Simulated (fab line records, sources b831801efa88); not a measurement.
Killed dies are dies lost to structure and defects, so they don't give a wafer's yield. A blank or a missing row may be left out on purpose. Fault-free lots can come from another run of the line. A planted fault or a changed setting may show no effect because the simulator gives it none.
Which tool did it? + flow gf180mcu + Sampling: 6 lots, 18 wafers, 3 of 602 route steps

## WHAT THE GAUGES SHOWED, per wafer
GF_SALICIDE_RS_MEAS_04: uses a four-point probe to measure.
| lot  | measured     | on            | SALICIDE_TIN_RS (ohm/sq)            |
|------|--------------|---------------|-------------------------------------|
| L501 | day 15 09:44 | film_metro-02 | 16.38 15.97 16.47                   |
| L506 | day 19 00:07 | film_metro-01 | 16.17 16.55 16.54                   |
| L509 | day 19 06:29 | film_metro-03 | 16.58 16.14 16.38                   |
| L512 | day 20 20:04 | film_metro-01 | 20.43 16.64 20.98 20.45 16.62 20.95 |
| L515 | day 21 16:49 | film_metro-02 | 16.92 16.89 21.55 16.90 16.89 21.58 |
| L519 | day 23 06:03 | film_metro-02 | 16.01 15.91 16.21                   |

## EACH LOT AND THE TOOL THAT RAN IT (in order: tool; ch and the chambers of the sampled wafers; start)
| lot  | GF_HV_LDD_ETCHBACK_58              | GF_SALICIDE_SPUTTER_02       |
|------|------------------------------------|------------------------------|
| L501 | rie_diel-04 ch 0,3, day 12 19:02   | pvd_sputter-03, day 15 09:40 |
| L506 | rie_diel-04 ch 1,2,3, day 16 01:52 | pvd_sputter-03, day 19 00:01 |
| L509 | rie_diel-02 ch 1,2,3, day 16 06:42 | pvd_sputter-03, day 19 06:26 |
| L512 | rie_diel-02 ch 0,2, day 17 17:31   | pvd_sputter-01, day 20 20:00 |
| L515 | rie_diel-04 ch 2,3, day 18 14:32   | pvd_sputter-01, day 21 16:44 |
| L519 | rie_diel-03 ch 0,1,2, day 20 05:22 | pvd_sputter-02, day 23 05:59 |
- GF_HV_LDD_ETCHBACK_58: etches Si3N4 in CH3F/O2, stops on SiO2, time 100 s, target depth 90 nm.
- GF_SALICIDE_SPUTTER_02: material Co, target thk 10 nm, time 20 s.

## THE ANSWER, worked out from the rows above alone
Rule: the lots themselves supply what counts as usual. The widest of any qualifying gaps counts: lots, ordered by their means at a reading, are off when they make up no more than a third of the lots, leave a main group of 4 or more, and stand apart from it by 3 or more times the standard deviation of that group's means. A main group whose means are all the same, to the digits that the tables above print for the reading, isn't used. Also off: a lot with no number at a reading for which 4 or more lots have one. Where the step has rows for the other lots, those lots are counted as sound.
Off: L512, L515, at GF_SALICIDE_RS_MEAS_04 (SALICIDE_TIN_RS). The main group: mean 16.28 ohm/sq, standard deviation 0.14.
If a tool, at a process step before that reading, ran all the lots that are off and no sound lot after the first of them, it fits. Gauges at GF_SALICIDE_RS_MEAS_04: tried the same way as those tools. One candidate fits, namely pvd_sputter-01 at GF_SALICIDE_SPUTTER_02. It ran no sound lot before its first lot that is off in this sample, so the start can't be narrowed down.

## WHAT THE SIMULATOR HAD INSERTED
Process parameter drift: pvd_sputter-01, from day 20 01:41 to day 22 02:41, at GF_SALICIDE_SPUTTER_02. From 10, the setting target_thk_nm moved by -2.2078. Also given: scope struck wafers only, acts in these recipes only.
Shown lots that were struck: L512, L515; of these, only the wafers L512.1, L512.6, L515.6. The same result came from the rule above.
